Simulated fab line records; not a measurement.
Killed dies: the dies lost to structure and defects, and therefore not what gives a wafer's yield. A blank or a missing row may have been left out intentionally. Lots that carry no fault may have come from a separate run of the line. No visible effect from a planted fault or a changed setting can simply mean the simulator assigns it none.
Struck lot and sound lot, side by side	flow sfq_line	15 steps out of a route of 325
Sound: the wafers L669.1, L669.2, L669.3. Wafers L680.2, L680.3, L680.4 were the ones struck. The cause is given at the end.
Order at every step that has rows: each side's tool, ch and its chambers, its first start. Under that, the readings that differ: sound wafers	struck wafers	difference of the means	sigmas: that difference in standard deviations of wafers without a fault.
alike: same words and numbers on both sides, and readings whose means sit less than 2 such deviations apart. not compared: any withheld reading, any reading some wafer has no value for, any bound like >300 that may hide the same value, and any number with overlapping values for which the record gives no deviation.
Wherever a step has rows on one side only, a row that says differs or no value, or a row with sigmas, the two part there. When numbers do not overlap yet have no deviation, they are printed without sigmas and do not part them. A reading missing from all wafers of one side parts the sides only when that side holds two or more wafers.

SFQ_TRILAYER_JJ_CE_BARC_OPEN_RIE_150: chemistry O2, target BARC, target depth 240 nm, time 80 s.
  sound on rie_metal-02 ch 0, day 54 03:25; struck on rie_metal-01 ch 0,1, day 58 04:05
  alike: bias_w, drypump_motor_current_A, oes_product_au
  not compared: rf_hours_counter_h
SFQ_TRILAYER_JJ_CE_ETCH_RIE_118: chemistry SF6, target Nb, stops on Al2O3, time 97.7 s, target depth 170 nm.
  sound on rie_metal-02 ch 0, day 54 03:36; struck on rie_metal-01 ch 0,1, day 58 04:10
  alike: bias_w, drypump_motor_current_A, oes_product_au
  not compared: rf_hours_counter_h
then, 1 step without rows for these wafers: SFQ_TRILAYER_JJ_ANODIZE_ANODIZE_119.
SFQ_TRILAYER_JJ_CE_STRIP_STRIP_120: strips in O2.
  sound on rie_metal-04 ch 0,1, day 54 04:19; struck on rie_metal-04 ch 0,1, day 58 04:52
  alike: drypump_motor_current_A, oes_product_au
  not compared: rf_hours_counter_h
then, 7 steps without rows for these wafers: SFQ_TRILAYER_JJ_CE_STRIP_SOLV_CLEAN_121 (cleans in NMP, time 600 s); SFQ_TRILAYER_M5_LITHO_COAT_128 (resist thk 62 nm); SFQ_TRILAYER_M5_LITHO_COAT_123 (resist thk 600 nm); SFQ_TRILAYER_M5_LITHO_SOFTBAKE_127; SFQ_TRILAYER_M5_LITHO_EXPOSE_124 (exposes mask M5, target cd 700 nm); SFQ_TRILAYER_M5_LITHO_PEB_126 (peb time 60 s); SFQ_TRILAYER_M5_LITHO_DEVELOP_125 (time 60 s).
-- the record jumps here: 5 days lie between the struck wafers' starts before and after --
SFQ_M5_OVL_MEAS_932:
  struck on overlay-02, day 62 19:46; sound on overlay-02, day 59 10:10
  alike: M5_OVL
SFQ_TRILAYER_M5_BARC_OPEN_METAL_ETCH_161: etches BARC in O2, target depth 125 nm, time 41.7 s.
  sound on rie_metal-01 ch 0,1, day 59 10:12; struck on rie_metal-01 ch 0,1, day 62 19:48
reading	sound	struck	difference	sigmas
rf_fwd_power_W (W)	597.4 596.9 593.3	690.2 689.4 691.3	+94.4	+43
model.KrF_of_TRILAYER_M5_LITHO_COAT_123.thk_nm (nm)	524.6 520.1 524.9	517.3 517.8 517.2	-5.8	
  alike: bias_w, drypump_motor_current_A, oes_product_au
  not compared: rf_hours_counter_h
SFQ_TRILAYER_M5_ETCH_METAL_ETCH_126: etches Nb in Cl2/BCl3, stops on SiO2, time 203.2 s, target depth 265 nm.
  sound on rie_metal-01 ch 0,1, day 59 10:16; struck on rie_metal-01 ch 0,1, day 62 19:52
reading	sound	struck	difference	sigmas
model.KrF_of_TRILAYER_M5_LITHO_COAT_123.thk_nm (nm)	376 368.8 374.5	363.8 366 365.1	-8.1	
  alike: bias_w, drypump_motor_current_A, oes_product_au, rf_fwd_power_W
  not compared: rf_hours_counter_h
SFQ_TRILAYER_M5_STRIP_STRIP_127: strips in O2.
  sound on rie_metal-01 ch 0,1, day 59 10:28; struck on rie_metal-01 ch 0,1, day 62 20:04
  alike: drypump_motor_current_A, oes_product_au
  not compared: rf_hours_counter_h

## WHERE THEY PART
Within this record, at SFQ_TRILAYER_M5_BARC_OPEN_METAL_ETCH_161 only. Later steps at which nothing parts them and some readings are alike: SFQ_TRILAYER_M5_ETCH_METAL_ETCH_126, SFQ_TRILAYER_M5_STRIP_STRIP_127.

WHY: what had been put in by the simulator
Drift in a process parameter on rie_metal-01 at SFQ_TRILAYER_M5_BARC_OPEN_METAL_ETCH_161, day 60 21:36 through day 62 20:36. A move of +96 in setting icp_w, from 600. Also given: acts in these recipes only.
